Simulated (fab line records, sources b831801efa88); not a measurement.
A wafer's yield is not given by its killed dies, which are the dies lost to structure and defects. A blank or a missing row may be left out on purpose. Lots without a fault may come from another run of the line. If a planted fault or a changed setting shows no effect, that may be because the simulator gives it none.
8D (eight disciplines) problem report, filled in by code ; flow gf180mcu ; the parts of the form that need people (team, actions taken, sign-off) are left out

== 1. WHAT IS WRONG ==
Wafers free of any fault read 89.9 nm (standard deviation 1) for HV_LDD_CVD_56_THK at GF_HV_LDD_THK_MEAS_57, against a mean of 82.4 nm on 6 wafers of 2 lots. That puts it -7.5 standard deviations away from the usual mean.
The first sign was on wafer L647.2 at day 17 07:05, on filmMetro-01. At this step, 36 wafers from 12 lots have a number in the record. Rule for "out", or "out of limits": more than 4 standard deviations from the usual mean. The rest of the wafers with a number are treated as sound.

== 2. WHAT IT IS; WHAT IT IS NOT ==
question;is;is not
which readings at this step;HV_LDD_CVD_56_THK;-
which lots;L647, L648;L635, L636, L637, L639, L641, L642, L651, L654, L655, L656
which wafers of those lots;all that have a number;-
read on which gauges;filmMetro-01, filmMetro-02;filmMetro-04
when;from day 17 07:05;"up to then (18 sound wafers); but 12 sound wafers of L651, L654, L655, L656 came after"

== 3. WHAT RULES OUT EACH SUSPECT ==
Counting: a tool stays on the suspect list if, at a process step up to the reading, it processed all lots that are out and no sound lot following the first of them.
- the gauge at GF_HV_LDD_THK_MEAS_57 has been ruled out. The wafers that are out were read on 2 gauges (filmMetro-01, filmMetro-02).
- cmp-02 at GF_STI_CMP_25 (polishes, stops on Si3N4, t overpolish 33 s, target thk 524.6 nm): ruled out as a lasting fault. Following L647 (day 5 03:43), the first lot on it that is out, the sound lots L655 were run on it.
- lpcvd-01 at GF_HV_LDD_CVD_56 (deposits Si3N4 from DCS/NH3, target thk 90 nm, time 1543 s): ruled out as a lasting fault. Following L647 (day 17 05:38), the first lot on it that is out, the sound lots L656 were run on it.
Left after counting: nothing in the record.

== 4. THE CAUSE (what the simulator had put in) ==
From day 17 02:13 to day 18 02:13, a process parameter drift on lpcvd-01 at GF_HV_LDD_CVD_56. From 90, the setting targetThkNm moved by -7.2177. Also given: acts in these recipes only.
Counting ruled it out, wrongly: the rule takes a fault to strike every lot that its tool runs from its start on, and this one did not.

== 5. THE CHAIN OF EFFECTS, in route order ==
Rows list readings where the struck wafers' mean (over those with a number) sits beyond 3 standard deviations from the usual. Readings are gone through only where the record gives a usual standard deviation; hours: the median, over the lots, of the time from a lot's start at the first step in this table giving one to that lot's start at this step; sigmas: the change measured in usual standard deviations.
hours;step;reading;usual;on struck wafers;change;sigmas
0;GF_HV_LDD_THK_MEAS_57;HV_LDD_CVD_56_THK;89.9 nm;82.4;-7.5;-7.5
0;GF_HV_LDD_ETCHBACK_58;oesProductAu;0.842 a.u.;0.806;-0.036;-5.2
Its process steps:
- GF_HV_LDD_ETCHBACK_58: etches Si3N4 in CH3F/O2, stops on SiO2, time 100 s, target depth 90 nm.

== 6. HOW IT WOULD HAVE BEEN CAUGHT EARLIER ==
5 hours passed between the start of the fault at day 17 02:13 and the first reading out of limits at a measuring or inspecting step in this record, taken at day 17 07:05.
An alarm limit of 4 standard deviations would not have fired on the tool readings at GF_HV_LDD_CVD_56 for which the record gives a usual standard deviation, since none of them was out on any struck wafer.
